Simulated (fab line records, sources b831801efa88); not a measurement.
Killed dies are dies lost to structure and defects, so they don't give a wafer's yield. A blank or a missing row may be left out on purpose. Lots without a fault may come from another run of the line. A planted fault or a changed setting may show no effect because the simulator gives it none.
Which tool did it? | flow gf180mcu | 14 lots, 42 wafers sampled, at 3 steps of a route of 602

WHAT THE GAUGES READ, wafer by wafer
GF_M1_THK_MEAS_06: measures by xrf. Usual: M1_ALCU_THK 453 nm, standard deviation 5.9.
lot  | measured     | on            | M1_ALCU_THK (nm) | flag
L916 | day 16 02:45 | film_metro-01 | 448 448 450      |
L917 | day 16 08:46 | film_metro-01 | 443 439 440      |
L918 | day 16 23:50 | film_metro-01 | 448 450 448      |
L920 | day 17 15:40 | film_metro-04 | 446 445 449      |
L928 | day 20 23:50 | film_metro-04 | 463 455 461      |
L929 | day 21 01:31 | film_metro-04 | 450 457 460      |
L931 | day 22 01:16 | film_metro-02 | 447 449 456      |
L932 | day 22 08:04 | film_metro-04 | 455 458 449      |
L933 | day 22 09:59 | film_metro-04 | 457 451 453      |
L934 | day 23 01:56 | film_metro-02 | 453 455 453      |
L936 | day 23 09:29 | film_metro-02 | 451 444 449      |
L937 | day 23 14:13 | film_metro-04 | 452 447 453      |
L938 | day 24 02:47 | film_metro-04 | 455 445 456      |
L939 | day 24 09:43 | film_metro-04 | 462 462 462      |

GF_V3_THK_MEAS_01. Usual: V3_CVD_00_THK 600 nm, standard deviation 6.5.
lot  | measured     | on            | V3_CVD_00_THK (nm) | flag
L916 | day 21 07:17 | film_metro-02 | 599 608 598        |
L917 | day 21 11:09 | film_metro-03 | 611 609 605        |
L918 | day 22 06:29 | film_metro-04 | 608 606 603        |
L920 | day 23 00:49 | film_metro-03 | 597 604 600        |
L928 | day 25 22:02 | film_metro-04 | 595 592 605        |
L929 | day 26 02:43 | film_metro-03 | 593 603 596        |
L931 | day 26 23:09 | film_metro-04 | 603 599 596        |
L932 | day 27 04:11 | film_metro-02 | 595 609 598        |
L933 | day 27 06:46 | film_metro-04 | 601 603 600        |
L934 | day 27 19:59 | film_metro-04 | 594 597 599        |
L936 | day 28 04:06 | film_metro-04 | 600 594 604        |
L937 | day 28 07:04 | film_metro-03 | 603 598 593        |
L938 | day 28 17:04 | film_metro-02 | 587 600 601        |
L939 | day 28 23:56 | film_metro-02 | 607 603 598        |

WHICH TOOL RAN EACH LOT (tool, then ch and the chambers of the sampled wafers, then the start)
lot  | GF_CONTACT_ETCH_17
L916 | rie_diel-02 ch 0,1, day 16 01:00
L917 | rie_diel-03 ch 1,2, day 16 07:00
L918 | rie_diel-01 ch 0,2,3, day 16 22:00
L920 | rie_diel-01 ch 1,2,3, day 17 14:00
L928 | rie_diel-02 ch 0,1,3, day 20 22:00
L929 | rie_diel-02 ch 0,1,2, day 20 23:00
L931 | rie_diel-01 ch 1,3, day 21 23:00
L932 | rie_diel-01 ch 0,1, day 22 06:00
L933 | rie_diel-03 ch 1,2, day 22 08:00
L934 | rie_diel-01 ch 0,2,3, day 23 00:00
L936 | rie_diel-01 ch 2,3, day 23 07:00
L937 | rie_diel-01 ch 2,3, day 23 12:00
L938 | rie_diel-02 ch 0,1,2, day 24 01:00
L939 | rie_diel-02 ch 0,3, day 24 08:00
- GF_CONTACT_ETCH_17: etches SiO2 in C4F8/O2/Ar, stops on CoSi2, target depth 860 nm.

WHAT THE TOOLS THEMSELVES READ (means of the sampled wafers that have a number; where no wafer has one, the mark that the record gives instead)
GF_CONTACT_ETCH_17. Usual: oes_product_au 0.817 a.u., standard deviation 0.0048; rf_fwd_power_W 1494 W, standard deviation 4.7.
lot  | tool        | oes_product_au (a.u.) | rf_fwd_power_W (W) | flag
L916 | rie_diel-02 | 0.815                 | 1495               |
L917 | rie_diel-03 | 0.817                 | 1489               |
L918 | rie_diel-01 | 0.820                 | 1493               |
L920 | rie_diel-01 | 0.814                 | 1493               |
L928 | rie_diel-02 | 0.821                 | 1258               | OFF
L929 | rie_diel-02 | 0.817                 | 1252               | OFF
L931 | rie_diel-01 | 0.823                 | 1490               |
L932 | rie_diel-01 | 0.818                 | 1490               |
L933 | rie_diel-03 | 0.814                 | 1495               |
L934 | rie_diel-01 | 0.815                 | 1496               |
L936 | rie_diel-01 | 0.811                 | 1492               |
L937 | rie_diel-01 | 0.824                 | 1496               |
L938 | rie_diel-02 | 0.822                 | 1495               |
L939 | rie_diel-02 | 0.816                 | 1495               |

THE ANSWER, worked out from the rows above alone
Rule: a lot is off if the mean of its wafers that have a number lies more than 3 standard deviations from the usual mean. A lot without any number at a reading at which 4 lots or more have one is off too. The other lots that the step has rows for count as sound. The gauges are gone through in route order, then the tools' own readings, and for those a lot's mean is taken as printed above. The first step at which some lot is off is used, and at that step the reading that is off furthest; a lot without a number counts as furthest.
Off: L928, L929, at GF_CONTACT_ETCH_17 (rf_fwd_power_W).
A tool fits if, at that step or a process step before it, it ran every lot that is off, and no sound lot after the first of them. None of those tried fits.

WHAT THE SIMULATOR HAD PUT IN
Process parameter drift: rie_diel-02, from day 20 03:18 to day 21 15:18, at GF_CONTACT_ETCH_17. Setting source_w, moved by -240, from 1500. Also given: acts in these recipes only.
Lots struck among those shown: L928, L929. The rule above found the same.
